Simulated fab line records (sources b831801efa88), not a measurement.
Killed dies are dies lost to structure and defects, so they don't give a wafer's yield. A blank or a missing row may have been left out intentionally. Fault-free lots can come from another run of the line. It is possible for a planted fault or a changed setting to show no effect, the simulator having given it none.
2 desks, one fault -- flow sky130 -- each desk holds nothing but its own numbers, with what lay behind them at the end

FROM THE METROLOGY DESK
What the gauges read for every lot (on any tool): the sampled wafers with a number, averaged. If a lot's mean is further than 4 standard deviations from the usual mean, the lot is out of limits and carries the mark OUT (the distance appears in the brackets).
Columns: A = VIA1_W_RS at SKY_VIA1_RS_MEAS_22, usual 0.430 ohm/sq; B = VIA1_W_THK at SKY_VIA1_THK_MEAS_23, usual 273 nm
lot,first seen here,A,B
L625,day 33 23:46,0.429,274
L626,day 34 10:58,0.428,275
L634,day 37 12:28,0.431,269
L635,day 37 14:28,0.431,269
L642,day 39 17:50,0.430,273
L644,day 40 03:38,0.433,272
This desk's verdict: no lot among the 6 shows anything out of limits.

DESK OF THE TOOL OWNER: pvd_sputter-04
The tool's own readings at SKY_METAL2_SPUTTER_03 (material Ti, target thk 5 nm, time 3.3 s): means of the sampled wafers that have a number, for each lot that ran on this tool. If a lot's mean is further than 4 standard deviations from the usual mean, the lot is out of limits and carries the mark OUT (the distance appears in the brackets).
Columns: A = chamber_pressure_pa at SKY_METAL2_SPUTTER_03, usual 0.4000 Pa; B = throttle_valve_pct at SKY_METAL2_SPUTTER_03, usual 29.8 %
lot,first seen here,A,B
L625,day 34 00:19,0.4000,29.9
L634,day 37 13:01,0.2979 (-99 or more) OUT,34.7 (+4.9) OUT
L635,day 37 15:01,0.2971 (-99 or more) OUT,34.9 (+5.1) OUT
Finding of this desk: L634, L635 out of limits; the first was L634 at day 37 13:01, on chamber_pressure_pa at SKY_METAL2_SPUTTER_03. L625: within limits.

TAKEN TOGETHER
An alarm could have come from the tool owner's desk at day 37 13:01, on L634, L635.
Metrology desk: nothing out of limits seen.
The metrology desk holds a record of L634, L635, inside its limits.
On pvd_sputter-04, each named lot ran SKY_METAL2_SPUTTER_03.

WHAT THE SIMULATOR PUT IN
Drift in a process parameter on pvd_sputter-04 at SKY_METAL2_SPUTTER_03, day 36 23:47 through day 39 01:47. From 0.4, the setting chamber_pressure_pa moved by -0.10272. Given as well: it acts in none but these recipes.
Lots struck among those shown: L634, L635.
Time in hours from fault onset to the first out-of-limits reading at each desk: the tool owner's desk, 13.
